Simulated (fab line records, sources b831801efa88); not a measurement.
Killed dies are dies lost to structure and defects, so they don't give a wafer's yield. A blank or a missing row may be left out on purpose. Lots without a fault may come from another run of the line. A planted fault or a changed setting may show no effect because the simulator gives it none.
fab line records | flow gf180mcu
record lots=11 wafers=33 last_day=34
route steps=602 shown V5@556 TOP_METAL@581
lots that met no fault: from a run of the same line without faults
start_h: hours from the record's first day to the start of the lot's first wafer shown | wait_h: hours since the lot's step before | " the same as in the row above | L1.1+2: a row that stands for several wafers | - no value, or no start given | * or withheld: withheld | < > ~ a bound
route shown NAME@n: a module of which the file shows steps, and the number in the route of the first | usual: mean/standard deviation of fault-free wafers | same: alike in all rows | chamber/n: place in a boat | sites: the reading at each site | _std_site: their standard deviation | _edge_site: outer sites' mean less inner sites' | radius_mm: how far each site lies from the wafer's centre | mask NAME#n: copy n | behind: the tool/chamber that last shaped the wafer | hold: why the lot was held/for how many hours/how that ended | device: the transistor (n, p or np) that didn't switch | end of line: the same wafers' tests at the end of the route | a step without rows: its recipe alone | killed: dies lost to structure and defects at the first sort, not the wafer's yield | map: a wafer's dies, x killed, . not, _ none there
set.NAME: the setting as run; set.NAME@STEP: as run at that earlier step | model.NAME: the simulator's own value behind a step, which no gauge read
steps of the route over a sample of lots; a table a step, a row a wafer
services: from which hour (start_h, from the record's first day; less than 0 if before it) a tool's chamber was out of use, for how many hours, and why
## steps
# step GF_V5_ETCH_16
# recipe chemistry=N2/H2 target_depth_a=withheld overetch_a=withheld time_s=withheld target=BARC ion_energy_ev=200 source_w=500 bias_w=100 pressure_mtorr=30 n2_flow_sccm=100 h2_flow_sccm=200
# usual drypump_motor_current_A=5.9/0.42 oes_product_au=0.854/0.0048 rf_fwd_power_W=495.1/2.3 throttle_valve_pct=13.225/0.0094
# columns lot.wafer tool chamber start_h wait_h drypump_motor_current_A oes_product_au rf_fwd_power_W throttle_valve_pct
L296.3 rie_diel-02 1 638.37 0.0 6.0 0.854 497.9 13.228
L296.4 " 2 " " 6.1 0.853 497.3 13.220
L296.6 " 1 " " 6.1 0.853 493.6 13.234
L297.1 rie_diel-04 3 652.20 0.0 6.1 0.845 496.2 13.248
L297.4 " 1 " " 5.9 0.864 496.5 13.231
L297.5 " 0 " " 6.4 0.850 495.9 13.227
L299.2 rie_diel-03 0 657.15 0.0 6.4 0.854 496.5 13.243
L299.4 " 3 " " 5.5 0.853 496.7 13.229
L299.5 " 2 " " 5.9 0.859 495.1 13.223
L301.2 rie_diel-03 2 675.97 0.0 5.8 0.841 496.4 13.218
L301.5 " 2 " " 5.8 0.858 497.5 13.221
L301.6 " 1 " " 4.9 0.854 494.2 13.228
L304.1 rie_diel-04 3 696.61 0.0 6.1 0.851 493.7 13.229
L304.2 " 2 " " 5.9 0.852 492.6 13.224
L304.4 " 0 " " 6.4 0.861 496.2 13.227
L311.2 rie_diel-02 3 740.80 0.0 5.5 0.849 493.1 13.228
L311.5 " 3 " " 5.5 0.849 492.2 13.225
L311.6 " 0 " " 6.4 0.852 494.1 13.217
L312.1 rie_diel-04 0 748.05 0.0 6.4 0.848 492.6 13.217
L312.2 " 3 " " 6.1 0.857 495.4 13.223
L312.5 " 2 " " 5.9 0.851 488.9 13.233
L315.3 rie_diel-03 0 769.29 0.0 6.4 0.859 496.7 13.214
L315.5 " 1 " " 4.9 0.857 492.7 13.239
L315.6 " 0 " " 6.4 0.853 498.5 13.213
L317.2 rie_diel-02 2 777.49 0.0 6.1 0.860 497.4 13.231
L317.4 " 3 " " 5.5 0.850 492.1 13.237
L317.6 " 2 " " 6.1 0.854 499.1 13.236
L316.2 rie_diel-03 1 778.22 0.0 4.8 0.851 493.8 13.216
L316.4 " 0 " " 6.4 0.849 496.4 13.218
L316.5 " 0 " " 6.4 0.857 497.9 13.235
L318.2 rie_diel-03 3 782.39 0.0 5.4 0.847 495.2 13.242
L318.3 " 2 " " 5.8 0.854 496.1 13.227
L318.6 " 3 " " 5.5 0.860 495.6 13.239
# step GF_V5_SPUTTER_21
# recipe material=Ti target_thk_nm=15 chamber_pressure_pa=5 power_w=2500 substrate_temp_c=200 time_s=80.02
# usual throttle_valve_pct=30.5/0.65
# columns lot.wafer tool chamber start_h wait_h throttle_valve_pct
L296.3 pvd_sputter-02 - 639.06 0.0 29.6
L296.4 " - " " 29.9
L296.6 " - " " 29.8
L297.1 pvd_sputter-04 - 652.89 0.0 31.1
L297.4 " - " " 31.1
L297.5 " - " " 30.8
L299.2 pvd_sputter-04 - 657.83 0.0 30.8
L299.4 " - " " 31.2
L299.5 " - " " 30.8
L301.2 pvd_sputter-04 - 676.66 0.0 30.7
L301.5 " - " " 31.4
L301.6 " - " " 31.4
L304.1 pvd_sputter-02 - 697.39 0.0 30.4
L304.2 " - " " 29.6
L304.4 " - " " 29.7
L311.2 pvd_sputter-02 - 741.49 0.0 29.9
L311.5 " - " " 29.4
L311.6 " - " " 29.9
L312.1 pvd_sputter-02 - 748.82 0.0 29.7
L312.2 " - " " 29.8
L312.5 " - " " 30.3
L315.3 pvd_sputter-01 - 770.07 0.0 30.5
L315.5 " - " " 30.5
L315.6 " - " " 30.3
L317.2 pvd_sputter-02 - 778.61 0.0 30.5
L317.4 " - " " 29.5
L317.6 " - " " 29.7
L316.2 pvd_sputter-01 - 779.03 0.0 29.8
L316.4 " - " " 32.1
L316.5 " - " " 29.5
L318.2 pvd_sputter-04 - 783.08 0.0 31.4
L318.3 " - " " 31.2
L318.6 " - " " 31.2
# step GF_TOP_METAL_CD_MEAS_14
# recipe target_cd_nm=440
# usual cd_nm=439.2/2.2
# columns lot.wafer tool chamber start_h wait_h cd_nm
L296.3 cd_sem-02 - 660.08 0.1 439.6
L296.4 " - " " 438.8
L296.6 " - " " 441.5
L297.1 cd_sem-02 - 673.67 0.1 442.6
L297.4 " - " " 442.3
L297.5 " - " " 441.5
L299.2 cd_sem-02 - 677.33 0.2 440.0
L299.4 " - " " 438.3
L299.5 " - " " 438.9
L301.2 cd_sem-02 - 696.26 0.1 436.1
L301.5 " - " " 435.2
L301.6 " - " " 436.6
L304.1 cd_sem-02 - 716.47 0.1 442.7
L304.2 " - " " 440.3
L304.4 " - " " 441.0
L311.2 cd_sem-02 - 758.50 0.1 440.9
L311.5 " - " " 437.6
L311.6 " - " " 440.7
L312.1 cd_sem-01 - 766.03 0.1 441.1
L312.2 " - " " 440.5
L312.5 " - " " 439.7
L315.3 cd_sem-01 - 786.23 0.1 440.7
L315.5 " - " " 440.6
L315.6 " - " " 440.0
L317.2 cd_sem-01 - 794.89 0.1 443.5
L317.4 " - " " 442.6
L317.6 " - " " 442.6
L316.2 cd_sem-01 - 795.26 0.1 436.0
L316.4 " - " " 438.2
L316.5 " - " " 436.2
L318.2 cd_sem-01 - 799.09 0.1 440.3
L318.3 " - " " 438.8
L318.6 " - " " 441.2
# step GF_TOP_METAL_METAL_ETCH_16
# recipe chemistry=Cl2/BCl3 mask_material=NOVOLAK target_depth_nm=1197 stop_on=SiO2 pressure_mtorr=8 icp_w=800 bias_w=140 Cl2_flow_sccm=80 bcl3_flow_sccm=40 time_s=199.5
# usual drypump_motor_current_A=6.01/0.26 oes_product_au=0.993/0.0066 rf_fwd_power_W=797.6/2.4 run_length_s=228.0/0.48 throttle_valve_pct=28.225/0.0094
# columns lot.wafer tool chamber start_h wait_h drypump_motor_current_A oes_product_au rf_fwd_power_W rf_hours_counter_h run_length_s throttle_valve_pct
L296.3 rie_metal-02 0 660.26 0.1 6.07 0.997 795.8 - 228.4 28.225
L296.4 " 1 " " 5.65 0.991 798.5 - 227.3 28.207
L296.6 " 0 " " 6.04 0.997 798.5 - 228.4 28.227
L297.1 rie_metal-03 0 673.82 0.0 6.37 0.996 793.1 5 228.7 28.241
L297.4 " 1 " " 6.17 0.995 796.8 - 228.1 28.222
L297.5 " 0 " " 6.36 0.988 792.7 - 228.9 28.225
L299.2 rie_metal-02 1 677.47 0.0 5.68 1.002 802.3 3 227.4 28.233
L299.4 " 0 " " 6.06 0.999 800.4 - 228.4 28.225
L299.5 " 1 " " 5.66 0.995 802.2 - 227.7 28.225
L301.2 rie_metal-04 1 696.40 0.0 6.17 0.993 795.3 7 227.3 28.248
L301.5 " 0 " " 5.82 0.985 801.6 - 228.8 28.251
L301.6 " 1 " " 6.18 0.981 796.9 - 227.4 28.223
L304.1 rie_metal-04 1 716.62 0.0 6.14 0.990 795.6 8 227.5 28.226
L304.2 " 1 " " 6.16 0.993 796.3 - 227.6 28.225
L304.4 " 1 " " 6.18 0.992 798.1 - 227.2 28.237
L311.2 rie_metal-03 0 758.63 0.0 6.36 0.991 794.4 8 228.6 28.207
L311.5 " 1 " " 6.20 0.976 799.2 - 237.1 28.243
L311.6 " 0 " " 6.36 0.972 795.6 - 237.9 28.251
L312.1 rie_metal-03 1 766.18 0.0 6.14 0.994 795.8 5 227.7 28.224
L312.2 " 0 " " 6.37 0.991 799.7 9 228.6 28.237
L312.5 " 1 " " 6.19 0.961 796.2 - 237.3 28.258
L315.3 rie_metal-02 0 786.41 0.1 6.06 0.995 804.4 - 228.2 28.220
L315.5 " 1 " " 5.67 0.990 800.8 - 227.6 28.225
L315.6 " 0 " " 6.07 1.006 798.2 - 228.1 28.206
L317.2 rie_metal-02 1 795.02 0.0 5.64 0.991 795.5 11 227.5 28.221
L317.4 " 1 " " 5.66 0.989 796.6 - 227.6 28.219
L317.6 " 0 " " 6.05 0.999 798.2 - 228.1 28.217
L316.2 rie_metal-04 1 795.39 0.0 6.17 1.003 797.1 13 227.3 28.221
L316.4 " 1 " " 6.18 0.991 794.8 - 227.6 28.224
L316.5 " 0 " " 5.77 0.980 794.5 - 228.8 28.235
L318.2 rie_metal-02 0 799.23 0.0 6.09 0.994 798.0 3 228.3 28.234
L318.3 " 1 " " 5.66 0.998 801.8 - 227.7 28.216
L318.6 " 0 " " 6.05 0.998 800.2 - 228.1 28.225
# step GF_TOP_METAL_STRIP_17
# recipe chemistry=O2/N2 power_w=1400 pressure_mtorr=1500 platen_temp_c=250 o2_flow_sccm=3000 n2_flow_sccm=300 overash_fraction=0.5
# usual drypump_motor_current_A=5.9/0.37 heater_power_w=341/56 oes_product_au=0.710/0.0047 strip_time_to_endpoint_s=12.84/0.095
# columns lot.wafer tool chamber start_h wait_h drypump_motor_current_A heater_power_w oes_product_au rf_hours_counter_h strip_time_to_endpoint_s
L296.3 plasma_asher-03 0 660.42 0.1 5.0 269 0.710 - 12.85
L296.4 " 1 " " 6.1 286 0.712 - 12.83
L296.6 " 0 " " 5.0 274 0.708 - 12.89
L297.1 plasma_asher-04 1 674.01 0.1 6.2 313 0.714 22 12.91
L297.4 " 0 " " 5.9 401 0.710 - 12.85
L297.5 " 1 " " 6.1 309 0.720 - 12.96
L299.2 plasma_asher-04 0 677.66 0.1 5.8 402 0.712 23 12.74
L299.4 " 0 " " 5.8 413 0.717 - 12.82
L299.5 " 1 " " 6.2 306 0.711 - 12.81
L301.2 plasma_asher-04 1 696.59 0.1 6.2 318 0.705 25 12.94
L301.5 " 1 " " 6.1 314 0.703 - 13.06
L301.6 " 0 " " 5.8 402 0.716 - 12.88
L304.1 plasma_asher-04 0 717.00 0.3 5.8 411 0.705 29 12.87
L304.2 " 1 " " 6.2 309 0.702 29 12.89
L304.4 " 0 " " 5.8 394 0.710 - 12.85
L311.2 plasma_asher-04 1 758.82 0.1 6.1 315 0.714 32 12.81
L311.5 " 1 " " 6.1 306 0.709 - 12.51
L311.6 " 0 " " 5.8 402 0.713 - 12.61
L312.1 plasma_asher-04 0 766.37 0.1 5.8 408 0.710 33 12.77
L312.2 " 1 " " 6.1 311 0.709 33 12.83
L312.5 " 1 " " 6.2 311 0.707 - 12.55
L315.3 plasma_asher-04 0 786.57 0.1 5.8 415 0.711 - 12.75
L315.5 " 1 " " 6.2 310 0.708 - 12.81
L315.6 " 0 " " 5.8 401 0.720 - 12.73
L317.2 plasma_asher-04 1 795.21 0.1 6.1 306 0.709 36 12.77
L317.4 " 0 " " 5.9 400 0.714 - 12.81
L317.6 " 0 " " 5.8 405 0.713 - 12.74
L316.2 plasma_asher-03 0 795.59 0.1 5.0 273 0.705 6 12.88
L316.4 " 1 " " 6.1 282 0.707 - 12.89
L316.5 " 1 " " 6.1 280 0.712 - 13.07
L318.2 plasma_asher-01 0 799.42 0.1 6.2 417 0.710 70 12.73
L318.3 " 1 " " 5.7 335 0.708 - 12.81
L318.6 " 1 " " 5.7 333 0.711 - 12.84
## services
# columns tool chamber start_h hours kind
rie_diel-03 2 617.89 - clean
rie_diel-04 - 639.27 2.8 pm
rie_diel-04 1 653.94 8.5 repair
plasma_asher-04 - 660.61 9.1 repair
pvd_sputter-04 - 666.03 2.3 repair
plasma_asher-01 - 669.50 46.9 repair
pvd_sputter-01 - 670.12 3.8 repair
rie_diel-02 3 671.94 4.8 repair
plasma_asher-03 - 673.94 6.9 repair
plasma_asher-04 - 679.69 0.5 repair
plasma_asher-03 - 701.39 3.7 repair
rie_diel-04 3 716.52 7.4 repair
plasma_asher-03 - 733.75 9.0 pm
plasma_asher-04 - 738.69 10.0 pm
rie_diel-03 1 743.53 3.1 repair
rie_diel-04 1 753.30 9.0 repair
plasma_asher-01 - 763.44 3.1 repair
plasma_asher-04 - 769.88 0.8 repair
rie_metal-03 - 771.01 28.1 pm
rie_diel-02 0 773.20 4.3 repair
plasma_asher-01 - 785.30 2.0 repair
pvd_sputter-02 - 792.11 8.8 repair
rie_diel-04 - 797.97 1.5 repair
rie_metal-03 - 799.11 14.6 pm
## key
first_sign step=GF_TOP_METAL_METAL_ETCH_16 reading=run_length_s direction=up sigmas=20 usual=* struck=*
effect step=GF_TOP_METAL_METAL_ETCH_16 reading=oes_product_au direction=down sigmas=3.6 usual=0.993 struck=0.969
effect step=GF_TOP_METAL_STRIP_17 reading=strip_time_to_endpoint_s direction=down sigmas=3 usual=* struck=*
met_at GF_TOP_METAL_METAL_ETCH_16
struck_lots L311,L312
struck_wafers L311.5,L311.6,L312.5
not_acting_at GF_V5_ETCH_16,GF_V5_SPUTTER_21,GF_TOP_METAL_CD_MEAS_14
onset_between 673.82 758.63
fault kind=process_parameter_drift tool=rie_metal-03 chamber=- onset_h=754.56 steps=GF_TOP_METAL_METAL_ETCH_16 channel=time_s offset=* shape=step end_h=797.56 scope=struck_wafers_only acts_in=* stated=*
